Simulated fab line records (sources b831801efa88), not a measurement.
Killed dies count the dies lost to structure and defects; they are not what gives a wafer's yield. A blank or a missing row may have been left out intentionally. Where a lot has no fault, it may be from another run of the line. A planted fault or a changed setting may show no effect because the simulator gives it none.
Which of the tools did it? + flow gf180mcu + 15 lots, 45 wafers sampled, at 2 steps of a route of 602

WHAT THE GAUGES READ, wafer by wafer
GF_V2_THK_MEAS_01. Usual: V2_CVD_00_THK typically reads 599 nm, with standard deviation 5.8.
| lot  | measured     | on            | V2_CVD_00_THK (nm) | flag |
|------|--------------|---------------|--------------------|------|
| L820 | day 19 02:08 | film_metro-04 | 602 612 603        |      |
| L821 | day 19 11:12 | film_metro-03 | 606 600 596        |      |
| L822 | day 20 01:32 | film_metro-03 | 593 596 592        |      |
| L823 | day 20 08:17 | film_metro-03 | 608 615 603        |      |
| L824 | day 20 21:16 | film_metro-03 | 593 598 596        |      |
| L825 | day 21 04:45 | film_metro-02 | 602 590 600        |      |
| L834 | day 24 11:34 | film_metro-04 | 599 606 596        |      |
| L836 | day 25 07:40 | film_metro-04 | 592 596 603        |      |
| L837 | day 25 09:23 | film_metro-04 | 591 587 588        |      |
| L838 | day 25 15:06 | film_metro-04 | 591 589 589        |      |
| L839 | day 26 01:16 | film_metro-04 | 588 597 599        |      |
| L840 | day 26 09:54 | film_metro-03 | 598 607 603        |      |
| L841 | day 26 20:46 | film_metro-04 | 595 597 600        |      |
| L842 | day 26 22:56 | film_metro-04 | 602 604 598        |      |
| L843 | day 27 01:55 | film_metro-04 | 597 599 605        |      |

GF_V2_OVL_MEAS_15. Usual: V2_OVL typically reads 1 nm, with standard deviation 4.4.
| lot  | measured     | on         | V2_OVL (nm) | flag |
|------|--------------|------------|-------------|------|
| L820 | day 20 02:57 | overlay-02 | 4 4 3       |      |
| L821 | day 20 12:15 | overlay-01 | -1 -1 3     |      |
| L822 | day 21 01:53 | overlay-02 | -2 -3 2     |      |
| L823 | day 21 09:39 | overlay-01 | -8 -2 -4    |      |
| L824 | day 21 22:09 | overlay-02 | 4 5 2       |      |
| L825 | day 22 05:03 | overlay-02 | -8 -3 2     |      |
| L834 | day 25 08:41 | overlay-01 | -2 -3 1     |      |
| L836 | day 26 06:19 | overlay-01 | -4 -5 5     |      |
| L837 | day 26 07:32 | overlay-01 | 8 8 1       |      |
| L838 | day 26 12:59 | overlay-01 | 0 -4 9      |      |
| L839 | day 26 22:40 | overlay-01 | 0 -9 -3     |      |
| L840 | day 27 06:21 | overlay-01 | 5 5 1       |      |
| L841 | day 27 17:16 | overlay-01 | -2 3 3      |      |
| L842 | day 27 20:05 | overlay-01 | 2 -2 -7     |      |
| L843 | day 27 22:05 | overlay-01 | 9 5 0       |      |

EACH LOT AND THE TOOL THAT RAN IT (in order: tool; ch and the chambers of the sampled wafers; start)
Before these readings, the record contains no process step.

AS READ BY THE TOOLS THEMSELVES (means over the sampled wafers that have a number; for cases with no such wafer, the mark the record gives instead)
The record holds no such reading with a usual standard deviation.

THE ANSWER, worked out from the rows above alone
Rule: a lot counts as off when the mean over its wafers that have a number is more than 3 standard deviations away from the usual mean. A lot without any number at a reading at which 4 lots or more have one is off too. The other lots that the step has rows for count as sound. Order of review: gauges by route order, followed by the tools' own readings, for which a lot's mean as printed above is used. At the first step where some lot is off, the reading lying furthest off is the one used; lots without a number count as furthest.
Nothing can be told from this: no lot is off at any reading shown.

WHAT THE SIMULATOR PUT IN
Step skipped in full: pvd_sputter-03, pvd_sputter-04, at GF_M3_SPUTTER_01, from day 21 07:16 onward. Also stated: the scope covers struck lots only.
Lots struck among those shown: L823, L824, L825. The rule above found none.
